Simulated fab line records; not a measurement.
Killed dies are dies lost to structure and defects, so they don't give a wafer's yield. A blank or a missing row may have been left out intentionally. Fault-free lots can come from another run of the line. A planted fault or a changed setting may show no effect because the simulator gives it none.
fab line records | flow sky130
[record] lots = 12 | wafers = 36 | last_day = 50
route steps=708 shown METAL2@485 VIA2@507
lots that met no fault: from a run of the same line without faults
start_h: start of the lot's first displayed wafer, in hours after the record's first day | wait_h: hours since the lot's step before | " as in the row above | L1.1+2: several wafers, shown together as one row | - no value, or no start given | * or withheld: withheld | < > ~ a bound
route shown NAME@n: names a module that has steps shown in the file, with the first one's number in the route | usual: average and standard deviation across the fault-free wafers | same: alike in all rows | chamber/n: place in a boat | sites: the reading at each site | _std_site: standard deviation across them | _edge_site: outer sites' mean less inner sites' | radius_mm: how far each site lies from the wafer's centre | mask NAME#n: copy n | behind: tool/chamber where the wafer was last shaped | hold: reason for holding the lot/hours on hold/outcome of the hold | device: the n, p or np transistor that did not switch | end of line: at the end of the route, the tests of the same wafers | a step given without rows: its recipe and nothing more | killed: at the first sort, the dies lost to defects and structure; wafer yield is something else | map: per-die view of a wafer (x killed, . not killed, _ where there is no die)
set.NAME: setting as actually run; set.NAME@STEP: the setting as run at that earlier step | model.NAME: the simulator's own value behind a step, which no gauge read
one table for each step of the route and one row for each wafer, over a sample of lots
services: the hour from which a tool's chamber was out of use, counted from the record's first day as start_h (under 0 if before that day), plus the number of hours and why
[[steps]]
[step SKY_METAL2_SPUTTER_02]
[recipe] material = AlCu | target_thk_nm = 250 | power_w = 10600 | time_s = 13.3 | chamber_pressure_pa = 0.4
[usual] throttle_valve_pct = 30.5/1
lot.wafer | tool           | chamber | start_h | wait_h | throttle_valve_pct
L702.1    | pvd_sputter-04 | -       | 807.01  | 0.0    | 33.0
L702.4    | "              | -       | "       | "      | 30.3
L702.6    | "              | -       | "       | "      | 30.2
L703.2    | pvd_sputter-02 | -       | 808.87  | 0.0    | 29.3
L703.4    | "              | -       | "       | "      | 30.1
L703.5    | "              | -       | "       | "      | 29.2
L705.2    | pvd_sputter-04 | -       | 830.63  | 0.0    | 33.1
L705.3    | "              | -       | "       | "      | 30.2
L705.5    | "              | -       | "       | "      | 31.0
L706.2    | pvd_sputter-02 | -       | 836.56  | 0.0    | 30.0
L706.4    | "              | -       | "       | "      | 31.0
L706.5    | "              | -       | "       | "      | 30.1
L707.1    | pvd_sputter-03 | -       | 836.92  | 0.0    | 29.6
L707.2    | "              | -       | "       | "      | 31.5
L707.6    | "              | -       | "       | "      | 30.2
L709.1    | pvd_sputter-04 | -       | 849.30  | 0.0    | 31.2
L709.2    | "              | -       | "       | "      | 30.0
L709.3    | "              | -       | "       | "      | 30.1
L708.2    | pvd_sputter-02 | -       | 851.18  | 0.0    | 31.1
L708.3    | "              | -       | "       | "      | 29.8
L708.5    | "              | -       | "       | "      | 30.3
L711.1    | pvd_sputter-03 | -       | 869.17  | 0.0    | 31.3
L711.2    | "              | -       | "       | "      | 29.4
L711.4    | "              | -       | "       | "      | 32.5
L718.2    | pvd_sputter-04 | -       | 920.01  | 0.0    | 30.2
L718.3    | "              | -       | "       | "      | 31.1
L718.5    | "              | -       | "       | "      | 30.8
L722.2    | pvd_sputter-02 | -       | 939.69  | 0.0    | 29.0
L722.3    | "              | -       | "       | "      | 30.8
L722.6    | "              | -       | "       | "      | 31.1
L723.1    | pvd_sputter-02 | -       | 951.91  | 0.0    | 30.3
L723.5    | "              | -       | "       | "      | 31.1
L723.6    | "              | -       | "       | "      | 29.8
L724.2    | pvd_sputter-02 | -       | 959.99  | 0.0    | 29.6
L724.4    | "              | -       | "       | "      | 31.0
L724.6    | "              | -       | "       | "      | 29.2
[step SKY_METAL2_RS_MEAS_05]
[recipe] thk_meas_gauge = four-point-probe | reads = TiN_of_METAL2_SPUTTER_04+Ti_of_METAL2_SPUTTER_03+AlCu_of_METAL2_SPUTTER_02+TiN_of_METAL2_SPUTTER_01+Ti_of_METAL2_SPUTTER_00
[usual] METAL2_ALCU_RS = 0.1271/0.0016
lot.wafer | tool          | chamber | start_h | wait_h | METAL2_ALCU_RS[ohm/sq]
L702.1    | film_metro-04 | -       | 807.10  | 0.0    | 0.1293
L702.4    | "             | -       | "       | "      | 0.1268
L702.6    | "             | -       | "       | "      | 0.1277
L703.2    | film_metro-02 | -       | 808.98  | 0.0    | 0.1259
L703.4    | "             | -       | "       | "      | 0.1257
L703.5    | "             | -       | "       | "      | 0.1252
L705.2    | film_metro-04 | -       | 830.75  | 0.0    | 0.1262
L705.3    | "             | -       | "       | "      | 0.1238
L705.5    | "             | -       | "       | "      | 0.1267
L706.2    | film_metro-03 | -       | 836.67  | 0.0    | 0.1255
L706.4    | "             | -       | "       | "      | 0.1277
L706.5    | "             | -       | "       | "      | 0.1265
L707.1    | film_metro-02 | -       | 837.01  | 0.0    | 0.1251
L707.2    | "             | -       | "       | "      | 0.1238
L707.6    | "             | -       | "       | "      | 0.1258
L709.1    | film_metro-04 | -       | 849.39  | 0.0    | 0.1280
L709.2    | "             | -       | "       | "      | 0.1270
L709.3    | "             | -       | "       | "      | 0.1259
L708.2    | film_metro-04 | -       | 851.29  | 0.0    | 0.1276
L708.3    | "             | -       | "       | "      | 0.1273
L708.5    | "             | -       | "       | "      | 0.1266
L711.1    | film_metro-04 | -       | 869.26  | 0.0    | 0.1247
L711.2    | "             | -       | "       | "      | 0.1266
L711.4    | "             | -       | "       | "      | 0.1263
L718.2    | film_metro-02 | -       | 920.12  | 0.0    | 0.1274
L718.3    | "             | -       | "       | "      | 0.1294
L718.5    | "             | -       | "       | "      | 0.1291
L722.2    | film_metro-04 | -       | 939.80  | 0.0    | 0.1283
L722.3    | "             | -       | "       | "      | 0.1284
L722.6    | "             | -       | "       | "      | 0.1284
L723.1    | film_metro-03 | -       | 952.00  | 0.0    | 0.1273
L723.5    | "             | -       | "       | "      | 0.1285
L723.6    | "             | -       | "       | "      | 0.1293
L724.2    | film_metro-02 | -       | 960.10  | 0.0    | 0.1279
L724.4    | "             | -       | "       | "      | 0.1272
L724.6    | "             | -       | "       | "      | 0.1281
[step SKY_METAL2_STRIP_20]
[recipe] chemistry = O2/N2 | power_w = 1400 | pressure_mtorr = 1500 | platen_temp_c = withheld | o2_flow_sccm = 3000 | n2_flow_sccm = 300 | overash_fraction = 0.5
[usual] drypump_motor_current_A = 5.6/0.39 | oes_product_au = 0.343/0.0051 | strip_time_to_endpoint_s = 2.69/0.048
lot.wafer | tool            | chamber | start_h | wait_h | drypump_motor_current_A | oes_product_au | rf_hours_counter_h | strip_time_to_endpoint_s
L702.1    | plasma_asher-03 | 1       | 833.58  | 0.1    | 6.2                     | 0.347          | 101                | 2.58
L702.4    | "               | 1       | "       | "      | 6.2                     | 0.343          | -                  | 2.58
L702.6    | "               | 1       | "       | "      | 6.2                     | 0.338          | -                  | 2.58
L703.2    | plasma_asher-03 | 0       | 835.62  | 0.1    | 5.3                     | 0.339          | 101                | 2.71
L703.4    | "               | 1       | "       | "      | 6.2                     | 0.345          | -                  | 2.74
L703.5    | "               | 1       | "       | "      | 6.2                     | 0.339          | -                  | 2.70
L705.2    | plasma_asher-02 | 0       | 857.22  | 0.1    | 5.2                     | 0.335          | 44                 | 2.60
L705.3    | "               | 1       | "       | "      | 5.9                     | 0.338          | -                  | 2.67
L705.5    | "               | 1       | "       | "      | 5.9                     | 0.345          | -                  | 2.69
L706.2    | plasma_asher-03 | 0       | 862.83  | 0.1    | 5.3                     | 0.334          | 104                | 2.67
L706.4    | "               | 1       | "       | "      | 6.2                     | 0.336          | -                  | 2.59
L706.5    | "               | 0       | "       | "      | 5.2                     | 0.329          | -                  | 2.56
L707.1    | plasma_asher-01 | 0       | 863.78  | 0.1    | 5.4                     | 0.338          | 10                 | 2.68
L707.2    | "               | 1       | "       | "      | 5.3                     | 0.340          | 10                 | 2.71
L707.6    | "               | 1       | "       | "      | 5.3                     | 0.338          | -                  | 2.69
L709.1    | plasma_asher-02 | 0       | 876.09  | 0.1    | 5.2                     | 0.345          | 46                 | 2.70
L709.2    | "               | 1       | "       | "      | 5.9                     | 0.340          | 46                 | 2.69
L709.3    | "               | 1       | "       | "      | 5.9                     | 0.343          | -                  | 2.71
L708.2    | plasma_asher-02 | 1       | 878.02  | 0.1    | 5.9                     | 0.343          | 46                 | 2.71
L708.3    | "               | 0       | "       | "      | 5.2                     | 0.343          | -                  | 2.71
L708.5    | "               | 0       | "       | "      | 5.2                     | 0.343          | -                  | 2.75
L711.1    | plasma_asher-03 | 1       | 895.17  | 0.1    | 6.2                     | 0.339          | 107                | 2.62
L711.2    | "               | 0       | "       | "      | 5.3                     | 0.341          | 107                | 2.59
L711.4    | "               | 1       | "       | "      | 6.2                     | 0.331          | -                  | 2.60
L718.2    | plasma_asher-03 | 0       | 945.40  | 0.1    | 5.2                     | 0.341          | 112                | 2.72
L718.3    | "               | 0       | "       | "      | 5.2                     | 0.350          | -                  | 2.77
L718.5    | "               | 0       | "       | "      | 5.2                     | 0.346          | -                  | 2.74
L722.2    | plasma_asher-03 | 1       | 964.67  | 0.1    | 6.2                     | 0.351          | 114                | 2.75
L722.3    | "               | 0       | "       | "      | 5.2                     | 0.349          | -                  | 2.76
L722.6    | "               | 0       | "       | "      | 5.3                     | 0.348          | -                  | 2.77
L723.1    | plasma_asher-02 | 0       | 975.92  | 0.1    | 5.2                     | 0.341          | 56                 | 2.69
L723.5    | "               | 1       | "       | "      | 5.9                     | 0.338          | -                  | 2.64
L723.6    | "               | 0       | "       | "      | 5.2                     | 0.336          | -                  | 2.70
L724.2    | plasma_asher-03 | 1       | 984.33  | 0.1    | 6.2                     | 0.338          | 115                | 2.65
L724.4    | "               | 1       | "       | "      | 6.2                     | 0.341          | -                  | 2.66
L724.6    | "               | 0       | "       | "      | 5.3                     | 0.339          | -                  | 2.68
[step SKY_VIA2_HDPCVD_00]
[recipe] material = SiO2 | target_thk_nm = 1180 | sigma_open_frac = 0.3 | time_s = 196.7 | temp_c = 400 | sih4_flow_sccm = 60 | pressure_mtorr = 6
[usual] sih4_flow_sccm = 60.01/0.18
lot.wafer | tool      | chamber | start_h | wait_h | sih4_flow_sccm
L702.1    | hdpcvd-01 | 0       | 834.18  | 0.0    | 60.08
L702.4    | "         | 0       | "       | "      | 59.81
L702.6    | "         | 2       | "       | "      | 59.86
L703.2    | hdpcvd-02 | 2       | 836.21  | 0.0    | 59.79
L703.4    | "         | 1       | "       | "      | 59.97
L703.5    | "         | 1       | "       | "      | 60.19
L705.2    | hdpcvd-02 | 2       | 857.81  | 0.0    | 59.76
L705.3    | "         | 1       | "       | "      | 59.65
L705.5    | "         | 1       | "       | "      | 59.81
L706.2    | hdpcvd-01 | 1       | 863.48  | 0.0    | 59.73
L706.4    | "         | 2       | "       | "      | 59.93
L706.5    | "         | 1       | "       | "      | 59.83
L707.1    | hdpcvd-02 | 0       | 864.47  | 0.0    | 60.15
L707.2    | "         | 2       | "       | "      | 60.00
L707.6    | "         | 0       | "       | "      | 60.13
L709.1    | hdpcvd-02 | 0       | 876.68  | 0.0    | 90.00
L709.2    | "         | 2       | "       | "      | 90.07
L709.3    | "         | 1       | "       | "      | 89.86
L708.2    | hdpcvd-02 | 1       | 878.62  | 0.0    | 90.32
L708.3    | "         | 2       | "       | "      | 90.23
L708.5    | "         | 1       | "       | "      | 90.15
L711.1    | hdpcvd-02 | 1       | 895.76  | 0.0    | 89.77
L711.2    | "         | 0       | "       | "      | 90.25
L711.4    | "         | 1       | "       | "      | 89.92
L718.2    | hdpcvd-01 | 0       | 946.03  | 0.0    | 60.05
L718.3    | "         | 2       | "       | "      | 59.72
L718.5    | "         | 2       | "       | "      | 59.80
L722.2    | hdpcvd-01 | 2       | 965.26  | 0.0    | 59.76
L722.3    | "         | 1       | "       | "      | 60.33
L722.6    | "         | 1       | "       | "      | 60.01
L723.1    | hdpcvd-01 | 1       | 976.55  | 0.0    | 60.20
L723.5    | "         | 1       | "       | "      | 59.71
L723.6    | "         | 0       | "       | "      | 59.97
L724.2    | hdpcvd-01 | 1       | 984.99  | 0.0    | 60.03
L724.4    | "         | 0       | "       | "      | 59.85
L724.6    | "         | 2       | "       | "      | 60.09
[step SKY_VIA2_THK_MEAS_01]
[recipe] reads = SiO2_of_VIA2_HDPCVD_00
[usual] VIA2_HDPCVD_THK = 1178/11
lot.wafer | tool          | chamber | start_h | wait_h | VIA2_HDPCVD_THK[nm]
L702.1    | film_metro-02 | -       | 834.30  | 0.1    | 1160
L702.4    | "             | -       | "       | "      | 1152
L702.6    | "             | -       | "       | "      | 1177
L703.2    | film_metro-04 | -       | 836.41  | 0.1    | 1175
L703.4    | "             | -       | "       | "      | 1168
L703.5    | "             | -       | "       | "      | 1164
L705.2    | film_metro-04 | -       | 858.01  | 0.1    | 1178
L705.3    | "             | -       | "       | "      | 1174
L705.5    | "             | -       | "       | "      | 1188
L706.2    | film_metro-01 | -       | 863.62  | 0.1    | 1198
L706.4    | "             | -       | "       | "      | 1200
L706.5    | "             | -       | "       | "      | 1182
L707.1    | film_metro-02 | -       | 864.59  | 0.1    | 1200
L707.2    | "             | -       | "       | "      | 1188
L707.6    | "             | -       | "       | "      | 1192
L709.1    | film_metro-04 | -       | 876.81  | 0.1    | 1765
L709.2    | "             | -       | "       | "      | 1760
L709.3    | "             | -       | "       | "      | 1759
L708.2    | film_metro-01 | -       | 878.75  | 0.1    | 1768
L708.3    | "             | -       | "       | "      | 1781
L708.5    | "             | -       | "       | "      | 1778
L711.1    | film_metro-04 | -       | 895.89  | 0.1    | 1774
L711.2    | "             | -       | "       | "      | 1771
L711.4    | "             | -       | "       | "      | 1774
L718.2    | film_metro-04 | -       | 946.16  | 0.1    | 1166
L718.3    | "             | -       | "       | "      | 1177
L718.5    | "             | -       | "       | "      | 1186
L722.2    | film_metro-02 | -       | 965.40  | 0.1    | 1167
L722.3    | "             | -       | "       | "      | 1178
L722.6    | "             | -       | "       | "      | 1174
L723.1    | film_metro-04 | -       | 976.68  | 0.1    | 1185
L723.5    | "             | -       | "       | "      | 1190
L723.6    | "             | -       | "       | "      | 1182
L724.2    | film_metro-04 | -       | 985.13  | 0.1    | 1178
L724.4    | "             | -       | "       | "      | 1175
L724.6    | "             | -       | "       | "      | 1159
[[services]]
tool            | chamber | start_h | hours | kind
hdpcvd-01       | 0       | 795.22  | 7.3   | repair
plasma_asher-01 | -       | 796.20  | 19.4  | repair
hdpcvd-02       | -       | 815.68  | 5.0   | repair
hdpcvd-02       | 0       | 825.36  | 33.9  | repair
pvd_sputter-04  | -       | 832.54  | 2.5   | repair
hdpcvd-02       | -       | 850.73  | 2.7   | repair
pvd_sputter-04  | -       | 882.32  | 14.1  | repair
hdpcvd-01       | 0       | 882.76  | 2.9   | repair
plasma_asher-02 | -       | 883.63  | 2.8   | pm
pvd_sputter-02  | -       | 890.41  | 2.5   | repair
plasma_asher-01 | -       | 899.61  | 5.7   | repair
hdpcvd-01       | -       | 900.32  | 3.1   | repair
hdpcvd-02       | 0       | 918.32  | 19.8  | repair
hdpcvd-01       | -       | 950.25  | 15.0  | pm
hdpcvd-01       | 0       | 950.25  | 15.0  | vent_cycle
hdpcvd-01       | 1       | 950.25  | 15.0  | vent_cycle
hdpcvd-01       | 2       | 950.25  | 15.0  | vent_cycle
hdpcvd-01       | 2       | 952.02  | 10.2  | repair
hdpcvd-01       | 0       | 965.25  | -     | clean
hdpcvd-01       | 1       | 965.25  | -     | clean
hdpcvd-01       | 2       | 965.25  | -     | clean
[[key]]
[first_sign] step = SKY_VIA2_HDPCVD_00 | reading = sih4_flow_sccm | direction = up | sigmas = 99+ | usual = 60.01 | struck = 90.06
[effect] step = SKY_VIA2_THK_MEAS_01 | reading = VIA2_HDPCVD_THK | direction = up | sigmas = 53 | usual = 1178 | struck = 1770
met_at SKY_VIA2_HDPCVD_00
struck_lots L708,L709,L711
rows_end L708.2,L708.3,L708.5
not_acting_at SKY_METAL2_SPUTTER_02,SKY_METAL2_RS_MEAS_05,SKY_METAL2_STRIP_20
onset_between 864.47 876.68
[fault] kind = process_parameter_drift | tool = hdpcvd-02 | chamber = - | onset_h = 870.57 | steps = SKY_VIA2_HDPCVD_00 | channel = sih4_flow_sccm | offset = 30 | shape = step | acts_in = these_recipes_only | stated = 60
// rows_end: these wafers met a further fault down the route, and their rows from its step on are left out
